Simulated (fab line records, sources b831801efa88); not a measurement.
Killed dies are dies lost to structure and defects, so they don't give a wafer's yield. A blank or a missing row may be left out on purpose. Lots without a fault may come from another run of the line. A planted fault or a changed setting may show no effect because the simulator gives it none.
Problem report in the 8D (eight disciplines) form, filled by code | flow gf180mcu | the parts of the form that need people (team, actions taken, sign-off) are left out

1. THE PROBLEM
run_length_s at GF_V2_SOFTBAKE_10 reads a mean of 100.48 s on 6 wafers of 2 lots; wafers without a fault read 89.17 s with a standard deviation of 0.15. That is +75 standard deviations from the usual mean.
The step: time 60 s.
First seen on wafer L609.3, day 24 14:00, on litho_track-04. The record holds 18 wafers of 6 lots with a number at this step. Rule for "out", or "out of limits": more than 4 standard deviations from the usual mean. The other wafers with a number count as sound.

2. WHAT IT IS AND WHAT IT IS NOT
question                    | is                     | is not
which readings at this step | run_length_s           | -
which lots                  | L609, L610             | L598, L608, L614, L619
which wafers of those lots  | all that have a number | -
read on which tools         | litho_track-04         | litho_track-01
when                        | from day 24 14:00      | up to then (6 sound wafers); but 6 sound wafers of L614, L619 came after

3. SUSPECTS, AND WHAT RULES EACH OUT
Counting: a tool at a process step up to the reading stays a suspect if it ran every lot that is out and no sound lot after the first of them.
- cmp-01 at GF_V2_CMP_04 (polishes SiO2): ruled out as a lasting fault. Sound lots L614, L619 ran on it after its first lot that is out, L609 (day 24 02:59).
- litho_track-04 at GF_V2_SOFTBAKE_10 (time 60 s): kept. It ran every lot that is out, first L609 (day 24 14:00), and no sound lot after that; its last sound lot up to then is L608 (day 24 10:00). Its own readings are out on those wafers: run_length_s.
Left after counting: litho_track-04 at GF_V2_SOFTBAKE_10.

4. THE CAUSE (what the simulator had put in)
Process parameter drift: litho_track-04, from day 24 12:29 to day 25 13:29, at GF_V2_SOFTBAKE_10. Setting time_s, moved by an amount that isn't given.
Counting left only this tool.

5. THE CHAIN OF EFFECTS, in route order
Each row: a reading whose mean over the struck wafers that have a number lies more than 3 standard deviations from the usual. Only readings for which the record gives a usual standard deviation are gone through. hours: the time from each lot's start at the first step in this table that gives one to its start at this step, as a median over the lots. sigmas: the change in usual standard deviations.
hours | step              | reading      | usual   | on struck wafers | change | sigmas
0     | GF_V2_SOFTBAKE_10 | run_length_s | 89.17 s | 100.48           | +11.31 | +75
The process steps in it:
- GF_V2_SOFTBAKE_10: time 60 s.
Later measuring or inspecting steps at which every struck wafer that the step has a row for has a number for every such reading, and none has moved that far: GF_V2_CD_MEAS_14, GF_V2_OVL_MEAS_15.

6. WHAT WOULD HAVE CAUGHT IT SOONER
In this record the first reading out of limits was taken at day 24 14:00, 2 hours after the fault began at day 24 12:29.
